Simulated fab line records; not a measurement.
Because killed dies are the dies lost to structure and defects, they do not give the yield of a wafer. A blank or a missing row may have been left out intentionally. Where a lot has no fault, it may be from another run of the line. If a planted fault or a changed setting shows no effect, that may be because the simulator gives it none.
fab line records ; flow gf180mcu
record: lots: 6; wafers: 18; last_day: 34
route steps=602 shown CONTACT@287
lots with no fault: from the same line, run without faults
start_h: hours from the record's first day to the start of the lot's first wafer shown ; wait_h: hours from the lot's prior step to this one ; " same as the row above ; L1.1+2: a single row standing in for several wafers ; - no value, or no start was given ; * or withheld: withheld ; < > ~ a bound
route shown NAME@n: NAME is a module with steps in the file, n the number in the route of the first one ; usual: mean/standard deviation of fault-free wafers ; same: alike in all rows ; chamber/n: place in a boat ; sites: readings site by site ; _std_site: their standard deviation ; _edge_site: mean of outer sites minus mean of inner sites ; radius_mm: for every site, how far away it sits from the centre of the wafer ; mask NAME#n: copy n ; behind: the last tool/chamber to shape the wafer ; hold: reason for holding the lot/hours on hold/outcome of the hold ; device: names the non-switching transistor (n, p or np) ; end of line: the tests these same wafers got at the end of their route ; a step with no rows: only its recipe ; killed: not the wafer's yield, but the dies lost to structure and defects at the first sort ; map: a wafer's dies, marking killed ones x, the rest . and places with no die _
set.NAME: setting as actually run; set.NAME@STEP: the setting as run at that earlier step ; model.NAME: the simulator's own value behind a step, which no gauge read
a table for each step, a row for each wafer; lots at some steps of the route
services: the hour from which a tool's chamber was out of use, counted from the record's first day as start_h (under 0 if before that day), plus the number of hours and why
== steps ==
step: GF_CONTACT_CVD_00
recipe: material: SiO2; target_thk_nm: 300; sigma_open_frac: 0.3; temp_c: 400; time_s: 50; sih4_flow_sccm: 60; pressure_mtorr: 6
step: GF_CONTACT_THK_MEAS_01
recipe: reads: SiO2_of_CONTACT_CVD_00
usual: CONTACT_CVD_00_THK: 300/4.8
lot.wafer;tool;chamber;start_h;wait_h;CONTACT_CVD_00_THK[nm]
L315.2;film_metro-04;-;347.93;0.0;303
L315.3;film_metro-04;-;347.93;0.0;298
L315.4;film_metro-04;-;347.93;0.0;300
L316.1;film_metro-03;-;363.11;0.0;303
L316.2;film_metro-03;-;363.11;0.0;295
L316.3;film_metro-03;-;363.11;0.0;296
L321.2;film_metro-02;-;401.97;0.0;305
L321.4;film_metro-02;-;401.97;0.0;303
L321.5;film_metro-02;-;401.97;0.0;308
L322.1;film_metro-02;-;409.85;0.0;292
L322.3;film_metro-02;-;409.85;0.0;297
L322.5;film_metro-02;-;409.85;0.0;293
L324.2;film_metro-03;-;423.42;0.0;303
L324.5;film_metro-03;-;423.42;0.0;310
L324.6;film_metro-03;-;423.42;0.0;305
L335.2;film_metro-02;-;521.87;0.0;306
L335.3;film_metro-02;-;521.87;0.0;300
L335.6;film_metro-02;-;521.87;0.0;296
step: GF_CONTACT_CVD_02
recipe: material: SiO2; target_thk_nm: 860; precursor: TEOS; temp_c: 400; time_s: 95.992; rf_w: 600
usual: heater_power_w: 696/100; susceptor_temp_C: 400.03/0.22
lot.wafer;tool;chamber;start_h;wait_h;heater_power_w;susceptor_temp_C
L315.2;pecvd-03;2;347.98;0.0;700;400.12
L315.3;pecvd-03;0;347.98;0.0;711;399.36
L315.4;pecvd-03;0;347.98;0.0;748;399.71
L316.1;pecvd-03;1;363.17;0.1;834;400.34
L316.2;pecvd-03;2;363.17;0.1;702;400.23
L316.3;pecvd-03;0;363.17;0.1;758;400.23
L321.2;pecvd-02;0;402.02;0.0;602;399.88
L321.4;pecvd-02;2;402.02;0.0;700;399.84
L321.5;pecvd-02;0;402.02;0.0;486;399.87
L322.1;pecvd-03;2;409.91;0.1;794;399.87
L322.3;pecvd-03;1;409.91;0.1;809;400.12
L322.5;pecvd-03;2;409.91;0.1;610;399.86
L324.2;pecvd-03;1;423.47;0.0;807;400.16
L324.5;pecvd-03;2;423.47;0.0;704;400.15
L324.6;pecvd-03;0;423.47;0.0;735;400.29
L335.2;pecvd-01;1;521.92;0.0;854;400.08
L335.3;pecvd-01;2;521.92;0.0;636;400.06
L335.6;pecvd-01;2;521.92;0.0;692;399.93
step: GF_CONTACT_THK_MEAS_03
recipe: reads: SiO2_of_CONTACT_CVD_02
usual: CONTACT_CVD_02_THK: 859/14
lot.wafer;tool;chamber;start_h;wait_h;CONTACT_CVD_02_THK[nm]
L315.2;film_metro-03;-;348.06;0.0;864
L315.3;film_metro-03;-;348.06;0.0;861
L315.4;film_metro-03;-;348.06;0.0;870
L316.1;film_metro-04;-;363.24;0.0;843
L316.2;film_metro-04;-;363.24;0.0;887
L316.3;film_metro-04;-;363.24;0.0;860
L321.2;film_metro-02;-;402.10;0.0;826
L321.4;film_metro-02;-;402.10;0.0;867
L321.5;film_metro-02;-;402.10;0.0;860
L322.1;film_metro-04;-;409.98;0.0;873
L322.3;film_metro-04;-;409.98;0.0;825
L322.5;film_metro-04;-;409.98;0.0;881
L324.2;film_metro-04;-;423.55;0.0;827
L324.5;film_metro-04;-;423.55;0.0;883
L324.6;film_metro-04;-;423.55;0.0;861
L335.2;film_metro-04;-;522.00;0.0;843
L335.3;film_metro-04;-;522.00;0.0;855
L335.6;film_metro-04;-;522.00;0.0;870
step: GF_CONTACT_CMP_04
recipe: material: SiO2; down_force_psi: 4; platen_rpm: 60; pad_velocity_m_s: 0.94248
usual: edge_zone_pressure_frac: 1.000/0.0048; motor_current_A: 12.4/1.2; time_to_endpoint_s: 113/7.5
lot.wafer;tool;chamber;start_h;wait_h;edge_zone_pressure_frac;motor_current_A;time_to_endpoint_s
L315.4;cmp-01;3;348.16;0.1;1.000;11.4;113
L315.2;cmp-01;0;348.16;0.1;1.002;10.9;113
L315.3;cmp-01;1;348.16;0.1;1.002;11.0;108
L316.1;cmp-02;3;363.35;0.1;0.997;12.5;111
L316.2;cmp-02;0;363.35;0.1;1.009;13.6;130
L316.3;cmp-02;1;363.35;0.1;0.998;14.6;108
L321.4;cmp-01;2;402.20;0.1;1.002;12.8;120
L321.2;cmp-01;3;402.20;0.1;1.002;11.6;95
L321.5;cmp-01;1;402.20;0.1;0.998;10.9;105
L322.3;cmp-01;2;410.04;0.0;0.996;13.1;107
L322.1;cmp-01;0;410.04;0.0;1.008;11.8;112
L322.5;cmp-01;2;410.04;0.0;1.001;13.4;127
L324.2;cmp-01;0;423.70;0.1;1.002;10.9;97
L324.5;cmp-01;2;423.70;0.1;0.998;12.6;124
L324.6;cmp-01;3;423.70;0.1;1.000;11.1;109
L335.3;cmp-02;2;522.05;0.0;0.992;10.8;111
L335.2;cmp-02;0;522.05;0.0;0.993;13.7;113
L335.6;cmp-02;2;522.05;0.0;1.000;11.0;118
step: GF_CONTACT_BOW_MEAS_05
recipe: mode: bow
usual: CONTACT_BOW: 66/7.4
lot.wafer;tool;chamber;start_h;wait_h;CONTACT_BOW[um]
L315.2;film_metro-02;-;348.43;0.2;64
L315.3;film_metro-02;-;348.43;0.2;64
L315.4;film_metro-02;-;348.43;0.2;56
L316.1;film_metro-03;-;363.64;0.2;74
L316.2;film_metro-03;-;363.64;0.2;71
L316.3;film_metro-03;-;363.64;0.2;64
L321.2;film_metro-02;-;402.47;0.2;67
L321.4;film_metro-02;-;402.47;0.2;56
L321.5;film_metro-02;-;402.47;0.2;67
L322.1;film_metro-02;-;410.34;0.1;64
L322.3;film_metro-02;-;410.34;0.1;69
L322.5;film_metro-02;-;410.34;0.1;72
L324.2;film_metro-02;-;423.92;0.2;63
L324.5;film_metro-02;-;423.92;0.2;67
L324.6;film_metro-02;-;423.92;0.2;57
L335.2;film_metro-02;-;522.37;0.2;61
L335.3;film_metro-02;-;522.37;0.2;70
L335.6;film_metro-02;-;522.37;0.2;67
step: GF_CONTACT_DEHYDRATE_06
recipe: temp_c: 200; time_s: 60
step: GF_CONTACT_HMDS_07
recipe: prime_time_s: 60; prime_temp_c: 120
step: GF_CONTACT_COAT_08
recipe: resist: BARC; temp_c: withheld; time_s: withheld; spin_rpm: withheld; resist_thk_nm: withheld
step: GF_CONTACT_COAT_09
recipe: resist: KrF; spin_rpm: withheld; resist_thk_nm: 1000
step: GF_CONTACT_SOFTBAKE_10
recipe: temp_c: 130; time_s: 60; resist: KrF
step: GF_CONTACT_EXPOSE_11
recipe: mask_id: Contact; target_cd_nm: 220; na: 0.68; source_shape: conventional; sigma_outer: 0.6; dose_mj: 38
step: GF_CONTACT_PEB_12
recipe: peb_temp_c: 135; peb_time_s: 90; resist: KrF
usual: chill_plate_temp_C: 23.00/0.11; exhaust_pa: 45.1/0.8
lot.wafer;tool;chamber;start_h;wait_h;chill_plate_temp_C;exhaust_pa
L315.2;litho_track-02;0;370.67;-;23.10;43.5
L315.3;litho_track-02;0;370.67;-;22.94;43.5
L315.4;litho_track-02;0;370.67;-;22.94;45.4
L316.1;litho_track-04;0;385.66;-;23.06;45.4
L316.2;litho_track-04;0;385.66;-;23.10;46.0
L316.3;litho_track-04;0;385.66;-;23.04;45.2
L321.2;litho_track-02;-;425.97;-;-;-
L321.4;litho_track-02;-;425.97;-;-;-
L321.5;litho_track-02;-;425.97;-;-;-
L322.1;litho_track-04;-;434.21;-;-;-
L322.3;litho_track-04;-;434.21;-;-;-
L322.5;litho_track-04;-;434.21;-;-;-
L324.2;litho_track-01;0;447.96;-;22.95;45.6
L324.5;litho_track-01;0;447.96;-;22.71;45.9
L324.6;litho_track-01;0;447.96;-;22.95;45.6
L335.2;litho_track-02;0;545.07;-;22.83;44.3
L335.3;litho_track-02;0;545.07;-;22.91;44.6
L335.6;litho_track-02;0;545.07;-;23.04;44.8
step: GF_CONTACT_DEVELOP_13
recipe: develop_time_s: 60; resist: KrF; dev_temp_c: 21
== services ==
tool;chamber;start_h;hours;kind
cmp-02;-;341.28;8.6;pm
cmp-01;-;367.32;3.1;repair
pecvd-01;-;368.88;14.0;pm
pecvd-01;0;368.88;14.0;vent_cycle
pecvd-01;1;368.88;14.0;vent_cycle
pecvd-01;2;368.88;14.0;vent_cycle
pecvd-02;0;382.00;5.3;repair
pecvd-01;0;382.88;-;clean
cmp-01;-;404.08;4.0;pm
cmp-01;-;408.08;-;consumable_replace:conditioner
cmp-01;-;408.08;-;consumable_replace:pad
cmp-02;-;411.10;0.8;repair
cmp-02;-;423.41;1.8;repair
pecvd-02;-;429.32;1.8;repair
cmp-02;-;451.15;1.5;repair
pecvd-02;1;456.61;59.6;repair
cmp-01;-;458.54;0.6;repair
cmp-01;-;461.79;1.3;repair
cmp-02;-;466.76;0.7;repair
cmp-02;-;468.67;0.9;repair
cmp-02;-;481.50;7.1;pm
pecvd-01;-;509.16;0.4;repair
cmp-01;-;526.26;4.3;pm
pecvd-02;0;541.45;20.2;repair
== key ==
first_sign: step: GF_CONTACT_PEB_12; reading: tool_record; direction: missing
effect none on later readings
met_at GF_CONTACT_PEB_12
struck_wafers L321.2,L321.4,L321.5,L322.1,L322.3,L322.5
later_rows_left_out L321.2,L321.4,L321.5,L322.1,L322.3,L322.5
sort_left_out L321.2,L321.4,L321.5,L322.1,L322.3,L322.5
tester_left_out L321,L322
onset_between 385.66 425.97
fault: kind: skipped_step_whole; tool: litho_track-02,litho_track-04; chamber: -; onset_h: 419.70; steps: GF_CONTACT_PEB_12; scope: struck_lots_only
tester_left_out: of these lots the tester's yield and bins aren't shown, on N5 and GAA mostly nor the transistor test; their killed dies are dies lost to structure and defects alone, not to doping, threshold or leakage, so they don't give the yield
sort_left_out: the simulated sort isn't trusted on such a fault, so these wafers' sort isn't shown, and their yield isn't known
later_rows_left_out: the simulator's readings of these wafers behind a module that went badly wrong aren't trusted and aren't shown, but for the sort
